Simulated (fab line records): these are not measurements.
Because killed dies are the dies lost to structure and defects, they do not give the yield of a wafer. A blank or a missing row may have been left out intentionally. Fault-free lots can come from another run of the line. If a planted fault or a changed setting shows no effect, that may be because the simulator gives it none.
The tool behind it: which one? | flow gf180mcu | 41 wafers from 14 lots sampled at 4 of the route's 602 steps

## WHAT THE GAUGES SHOWED, per wafer
GF_STI_THK_MEAS_30.
lot  | measured    | on            | STI_OXIDATION_02_THK (nm)
L689 | day 2 05:50 | film-metro-01 | 9.79 9.90 9.84
L691 | day 2 17:26 | film-metro-03 | 10.32 10.23 10.35
L693 | day 3 03:22 | film-metro-03 | 9.72 9.96 9.95
L694 | day 3 07:52 | film-metro-02 | 10.00 10.05 10.07
L695 | day 3 16:52 | film-metro-01 | 9.76 9.94 9.88
L696 | day 3 17:10 | film-metro-01 | 9.69 10.10 9.85
L697 | day 4 00:56 | film-metro-01 | 10.12 10.29 10.14
L698 | day 4 05:34 | film-metro-03 | 9.93 10.01 10.03
L699 | day 4 10:02 | film-metro-01 | 10.01 10.34 10.13
L700 | day 4 15:32 | film-metro-01 | 9.93 9.91 9.97
L707 | day 6 03:03 | film-metro-01 | 10.08 10.20
L708 | day 6 08:31 | film-metro-02 | 9.67 9.51 9.46
L711 | day 6 23:13 | film-metro-02 | 9.90 9.81 9.71
L712 | day 7 05:07 | film-metro-03 | 10.21 10.18 10.20

GF_POLY_GATE_THK_MEAS_17.
lot  | measured     | on            | POLY_GATE_OXIDATION_THK (nm)
L689 | day 9 05:46  | film-metro-02 | 4.09 4.15 4.15
L691 | day 9 22:11  | film-metro-02 | 3.94 4.01 3.97
L693 | day 10 09:53 | film-metro-01 | 4.04 3.90 3.99
L694 | day 10 18:17 | film-metro-02 | 4.07 4.06 4.04
L695 | day 11 04:01 | film-metro-01 | 4.16 4.15 4.13
L696 | day 11 05:59 | film-metro-04 | 4.11 4.09 4.18
L697 | day 11 21:05 | film-metro-01 | 4.11 4.13 4.13
L698 | day 12 02:17 | film-metro-04 | 3.95 3.99 3.98
L699 | day 12 11:57 | film-metro-01 | 4.05 4.04 3.97
L700 | day 12 19:32 | film-metro-01 | 4.02 4.05 4.07
L707 | day 14 22:50 | film-metro-04 | 3.95 4.02
L708 | day 15 09:56 | film-metro-01 | 3.90 3.87 3.89
L711 | day 16 00:50 | film-metro-04 | 4.01 3.94 4.00
L712 | day 16 07:54 | film-metro-04 | 4.04 3.96 3.97

GF_HV_LDD_OVL_MEAS_08.
lot  | measured     | on         | HV_LDD_OVL (nm)
L689 | day 9 23:35  | overlay-01 | -1.0 0.6 -0.4
L691 | day 10 15:23 | overlay-01 | -0.3 -0.8 -0.8
L693 | day 11 04:46 | overlay-01 | 0.0 -0.6 0.3
L694 | day 11 12:41 | overlay-02 | 2.0 -0.8 -3.1
L695 | day 11 22:43 | overlay-02 | -1.5 -1.5 -2.2
L696 | day 12 01:05 | overlay-01 | -2.4 -2.5 -0.2
L697 | day 12 14:59 | overlay-02 | -0.5 -0.8 1.0
L698 | day 12 21:10 | overlay-01 | -1.2 -1.8 -0.1
L699 | day 13 07:11 | overlay-02 | -1.1 -2.4 -1.7
L700 | day 13 15:20 | overlay-02 | -1.7 0.1 -1.0
L707 | day 15 19:17 | overlay-01 | 0.3 -1.0
L708 | day 16 07:01 | overlay-01 | 2.5 1.6 1.3
L711 | day 16 23:30 | overlay-02 | -3.2 -1.8 -2.3
L712 | day 17 07:13 | overlay-02 | 0.5 0.5 0.7

## WHICH TOOL RAN EACH LOT (tool, then ch and the chambers of the sampled wafers, then the start)
lot  | GF_STI_ETCH_14
L689 | rie-si-02 ch 0,1,3, day 2 01:25
L691 | rie-si-01 ch 1,2,3, day 2 11:07
L693 | rie-si-01 ch 0,2, day 2 21:19
L694 | rie-si-02 ch 0,2, day 3 03:40
L695 | rie-si-01 ch 0,1, day 3 11:40
L696 | rie-si-02 ch 0,3, day 3 12:55
L697 | rie-si-02 ch 1,2, day 3 19:46
L698 | rie-si-01 ch 0,1,3, day 4 00:43
L699 | rie-si-01 ch 0,2,3, day 4 05:49
L700 | rie-si-01 ch 0,2,3, day 4 10:52
L707 | rie-si-01 ch 2,3, day 5 22:10
L708 | rie-si-01 ch 0,1,3, day 6 03:27
L711 | rie-si-02 ch 0,2, day 6 19:03
L712 | rie-si-02 ch 0,2,3, day 7 00:31
- GF_STI_ETCH_14: etches Si in HBr/Cl2/O2, target depth 360 nm, time 102.9 s.

## WHAT THE TOOLS THEMSELVES READ (means of the sampled wafers that have a number; where no wafer has one, the mark that the record gives instead)
GF_STI_ETCH_14.
lot  | tool      | drypump-motor-current-A (A) | oes-product-au (a.u.) | rf-fwd-power-W (W) | run-length-s (s) | throttle-valve-pct (%)
L689 | rie-si-02 | 5.4                         | 1.007                 | 596.8              | 131.6            | 25.646
L691 | rie-si-01 | 5.7                         | 1.005                 | 594.4              | 131.4            | 25.653
L693 | rie-si-01 | 5.7                         | 0.986                 | 594.9              | 131.5            | 25.671
L694 | rie-si-02 | 5.5                         | 1.000                 | 598.3              | 131.2            | 25.657
L695 | rie-si-01 | 5.6                         | 0.995                 | 596.2              | 131.0            | 25.660
L696 | rie-si-02 | 5.0                         | 1.003                 | 596.3              | 131.7            | 25.652
L697 | rie-si-02 | 5.8                         | 1.002                 | 596.1              | 131.6            | 25.649
L698 | rie-si-01 | 5.4                         | 0.996                 | 598.2              | 131.1            | 25.662
L699 | rie-si-01 | 5.6                         | 0.989                 | 596.4              | 131.5            | 25.671
L700 | rie-si-01 | 5.6                         | 0.983                 | 594.5              | 131.4            | 25.665
L707 | rie-si-01 | 5.8                         | 0.998                 | 592.6              | 129.1            | 25.652
L708 | rie-si-01 | 5.4                         | 0.986                 | 597.7              | 129.7            | 25.662
L711 | rie-si-02 | 5.5                         | 1.005                 | 595.7              | 131.5            | 25.657
L712 | rie-si-02 | 5.2                         | 0.996                 | 599.6              | 131.5            | 25.663

## THE ANSWER, worked out from the rows above alone
Rule: the usual values come from the lots themselves. Put in order of their means at a reading, lots are off if they are a third of the lots or fewer, leave a main group of 4 or more, and stand apart from it by a gap of 3 or more times the standard deviation of the main group's means; of several such gaps the widest counts. The tables above print the reading to a certain number of digits; a main group whose means all agree to those digits is not used. Also off: a lot with no number at a reading for which 4 or more lots have one. Any other lot the step has rows for is counted as sound. First the gauges in route order, then the tools' own readings, where a lot's mean is used as printed above. The first step at which some lot is off is used, and at that step the reading that is off furthest; a lot without a number counts as furthest.
Off: L707, L708 (GF_STI_ETCH_14, run-length-s). Mean 131.4 s and standard deviation 0.2 in the main group.
If a tool, at that step or one of the process steps before it, ran each lot that is off and ran no sound lot following the first of them, it fits. One fits: GF_STI_ETCH_14 on rie-si-01. Its last sound lot is L700 (day 4 10:52), its first lot that is off L707 (day 5 22:10): a fault that began between those two fits.
The tool's own readings at GF_STI_ETCH_14 bear it out: on the lots that are off they differ by more than 5 times the standard deviation of the sound lots' means. run-length-s reads 129.4 s there against 131.4 s on the sound lots.

## WHAT THE SIMULATOR HAD INSERTED
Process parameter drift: rie-si-01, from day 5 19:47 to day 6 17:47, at GF_STI_ETCH_14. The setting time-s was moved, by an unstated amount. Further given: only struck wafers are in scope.
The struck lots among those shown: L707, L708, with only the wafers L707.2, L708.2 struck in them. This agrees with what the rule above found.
